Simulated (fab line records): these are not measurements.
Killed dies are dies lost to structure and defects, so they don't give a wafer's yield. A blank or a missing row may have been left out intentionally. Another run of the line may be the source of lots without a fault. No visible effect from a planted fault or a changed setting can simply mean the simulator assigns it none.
2 desks, one fault :: flow sky130 :: only its own numbers are on each desk; what lay behind them is given at the end

## THE METROLOGY DESK
What the gauges read, lot by lot, whatever tool the lot ran on: means of the sampled wafers that have a number. Marked OUT: a lot whose mean sits more than 4 standard deviations from the usual mean, which makes it out of limits; the brackets give that distance.
Columns: A = LDD_N_OVL at SKY_LDD_N_OVL_MEAS_07, usual 0.5 nm
lot: L593
first seen here: day 20 14:32
A: 0.6

lot: L594
first seen here: day 21 14:53
A: 0.3

lot: L598
first seen here: day 23 12:22
A: 0.8

lot: L599
first seen here: day 24 00:47
A: 1.5

lot: L600
first seen here: day 24 04:44
A: 1.2

lot: L602
first seen here: day 24 08:26
A: 1.7

lot: L608
first seen here: day 26 16:48
A: -0.0
This desk found nothing out of limits on any of the 7 lots.

## DESK OF THE TOOL OWNER: implanter-02
For each lot that ran on this tool, the mean over its sampled wafers that have a number, from the tool's own readings at SKY_LDD_N_IMPLANT_15. Marked OUT: a lot whose mean sits more than 4 standard deviations from the usual mean, which makes it out of limits; the brackets give that distance.
Columns: A = dose-ions-cm2 at SKY_LDD_N_IMPLANT_15, usual 5e+12; B = faraday-current-uA at SKY_LDD_N_IMPLANT_15, usual 28.2
lot: L593
first seen here: day 20 15:38
A: 5e+12
B: 28.8

lot: L594
first seen here: day 21 15:58
A: 5e+12
B: 27.5

lot: L599
first seen here: day 24 01:52
A: 9e+12 (+99 or more) OUT
B: 50.4 (+40) OUT

lot: L600
first seen here: day 24 05:49
A: 9e+12 (+99 or more) OUT
B: 50.1 (+39) OUT

lot: L602
first seen here: day 24 09:32
A: 9e+12 (+99 or more) OUT
B: 50.0 (+39) OUT
Finding of this desk: L599, L600, L602 out of limits; the first was L599 at day 24 01:52, on dose-ions-cm2 at SKY_LDD_N_IMPLANT_15. In limits: L593, L594.

## PUT TOGETHER
The tool owner's desk had the chance to raise an alarm at day 24 01:52 on L599, L600, L602.
From the metrology desk's view, nothing was out of limits.
The metrology desk holds a record of L599, L600, L602, inside its limits.
Of the lots named, all ran SKY_LDD_N_IMPLANT_15 on implanter-02.

## WHAT THE SIMULATOR HAD INSERTED
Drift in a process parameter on implanter-02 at SKY_LDD_N_IMPLANT_15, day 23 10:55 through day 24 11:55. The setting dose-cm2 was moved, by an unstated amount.
Lots struck among those shown: L599, L600, L602.
Each desk's first reading out of limits, in hours after the fault started: the tool owner's desk, 15.
